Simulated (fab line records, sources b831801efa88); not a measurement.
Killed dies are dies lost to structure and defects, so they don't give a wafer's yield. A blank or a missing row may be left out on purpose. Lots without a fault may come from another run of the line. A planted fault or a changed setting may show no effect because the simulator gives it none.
Chamber matching | flow sky130 | SKY_VIA2_ETCH_15 on rie_diel-01: 4 sister chambers
The step etches SiO2 in C4F8/O2/Ar, stops on TiN, target depth 546 nm, time 84 s. 4 wafers are shown with their chamber, then 7 later ones without.

WAFERS WITH THEIR CHAMBER
wafer  | chamber | rf_fwd_power_W (W)
L083.1 | 1       | 1481
L083.3 | 0       | 1486
L090.1 | 3       | 1494
L090.5 | 2       | 1497

WAFERS WITHOUT THEIR CHAMBER
wafer  | rf_fwd_power_W (W)
L090.6 | 1493
L091.2 | 1492
L091.4 | 1491
L091.6 | 1490
L094.3 | 1482
L094.4 | 1490
L094.5 | 1483

WHICH CHAMBER EACH WENT THROUGH
wafer  | from the rows above               | in truth
L090.6 | can't be placed: 3 or 2           | 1
L091.2 | can't be placed: 3 or 2 or 0      | 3
L091.4 | can't be placed: 3 or 0 or 2      | 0
L091.6 | can't be placed: 0 or 3 or 2 or 1 | 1
L094.3 | can't be placed: 1 or 0           | 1
L094.4 | can't be placed: 0 or 3 or 2 or 1 | 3
L094.5 | can't be placed: 1 or 0           | 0
Placed correctly: 0 of 7. Can't be placed from these rows: 7 (the true chamber is among the candidates in 6). Placed wrongly: 0.
How it was worked out, from the rows above alone: a wafer's distance from a chamber is the root of the sum, over the readings, of the square of ((its reading less the chamber's mean) divided by the reading's scatter). The wafer belongs to the nearest chamber; if the next one is less than 2 further off, it can't be placed. A chamber's mean is the mean of its shown wafers. The scatter: with one shown wafer a chamber, the root of the mean of the squares of how far each hidden wafer lies from its nearest shown one.
